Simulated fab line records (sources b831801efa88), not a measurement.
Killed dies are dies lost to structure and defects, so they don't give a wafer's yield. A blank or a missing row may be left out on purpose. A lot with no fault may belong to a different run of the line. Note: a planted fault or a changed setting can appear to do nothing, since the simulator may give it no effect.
Split-lot experiment    flow sky130    on a route of 708 steps: 5 lots, 23 wafers read

## SPLIT DETAILS
At SKY_GATE_OXIDE_COAT_05 (resist thk 1140 nm), the setting resist thk nm was moved away from the recipe's 1140 nm on 9 of the 23 wafers read, by -2.5% to +3.9%. This setting was run at the recipe's value on the other wafers.

The split's own step is where the reading is taken.

## THE READING
NOVOLAK_of_GATE_OXIDE_COAT_05.thk nm (the simulator's own value, which no gauge read), in nm, at SKY_GATE_OXIDE_COAT_05 (resist thk 1140 nm). The file gives no usual value for it. Average 1140 nm, standard deviation 3.2 nm, over the 14 wafers here run with the recipe.

wafer   tool, chamber at the split  resist thk nm as run, nm  against the recipe  NOVOLAK_of_GATE_OXIDE_COAT_05.thk nm, nm  against lot-mates on the recipe
L074.1  litho track-04, 0           1111                      -2.5%               1109                                      -27
L074.2  litho track-04, 0           1140                      recipe              1137                                      -
L074.5  litho track-04, 0           1140                      recipe              1137                                      -
L074.3  litho track-04, 0           1140                      recipe              1135                                      -
L074.4  litho track-04, 0           1111                      -2.5%               1111                                      -25
L076.1  litho track-01, 0           1174                      +3.0%               1180                                      +36
L076.2  litho track-01, 0           1174                      +3.0%               1179                                      +36
L076.3  litho track-01, 0           1140                      recipe              1142                                      -
L076.5  litho track-01, 0           1140                      recipe              1145                                      -
L076.6  litho track-01, 0           1174                      +3.0%               1181                                      +38
L081.1  litho track-02, 0           1161                      +1.8%               1160                                      +23
L081.2  litho track-02, 0           1140                      recipe              1138                                      -
L081.3  litho track-02, 0           1140                      recipe              1138                                      -
L081.5  litho track-02, 0           1140                      recipe              1136                                      -
L081.6  litho track-02, 0           1161                      +1.8%               1158                                      +21
L083.2  litho track-01, 0           1140                      recipe              1143                                      -
L083.4  litho track-01, 0           1140                      recipe              1143                                      -
L083.3  litho track-01, 0           1185                      +3.9%               1188                                      +44
L083.5  litho track-01, 0           1140                      recipe              1145                                      -
L083.6  litho track-01, 0           1185                      +3.9%               1187                                      +43
L084.1  litho track-02, 0           1140                      recipe              1138                                      -
L084.2  litho track-02, 0           1140                      recipe              1138                                      -
L084.5  litho track-02, 0           1140                      recipe              1140                                      -

THE FIT
A straight line over all 23 wafers: NOVOLAK_of_GATE_OXIDE_COAT_05.thk nm changes by +12.3 nm for each +1% of resist thk nm; r = +0.99; the points scatter about the line by 3.2 nm.
The same after taking each lot's own level away (the mean of its wafers on the recipe; 23 wafers): +11.3 nm for each +1%; r = +1.00; scatter 1.6 nm.
Per that fit: largest resist thk nm move, reading shift of 45 nm.
From 1136.3 to 1143.7 nm: that is the span of the lots' own levels, equal to 2.3 times the standard deviation above.
The two slopes are in agreement: the lot-to-lot level therefore moves the slope only a little.
Check: with one of the wafers moved furthest among these (+3.9%) left out of the fit, the line predicts +45.5 nm for it against its lot-mates. Against them it came out at +44.3 nm.

## THESE WAFERS: OTHER SPLITS
These wafers also went through other splits before the reading. Each is held against what the fit with the lots' levels taken away leaves over:
other split on the same wafers         wafers away from the commonest value  r with NOVOLAK_of_GATE_OXIDE_COAT_05.thk nm (lot level and that fit taken away)
SKY_VT_ADJUST_PCH_IMPLANT_08 dose cm2  10                                    +0.53
SKY_SONOS_ONO_OXIDATION_00 ox time s   10                                    -0.25
SKY_SONOS_ONO_EXPOSE_10 dose mj        8                                     +0.16

## THE WHOLE CHAIN: every reading that the file lists as answering this split, in the file's order
step                     what it does        reading                                                                                change (the file's fit)               r (the file's)
SKY_GATE_OXIDE_COAT_05   resist thk 1140 nm  NOVOLAK_of_GATE_OXIDE_COAT_05.thk nm (the simulator's own value, which no gauge read)  +11.3 nm for each +1% of the setting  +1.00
SKY_GATE_OXIDE_STRIP_13  strips in O2/N2     strip time to endpoint s                                                               withheld for each +1% of the setting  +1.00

## THE FILE'S OWN FIT
NOVOLAK_of_GATE_OXIDE_COAT_05.thk nm changes by +11.3 nm for each +1% of resist thk nm, r = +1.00.
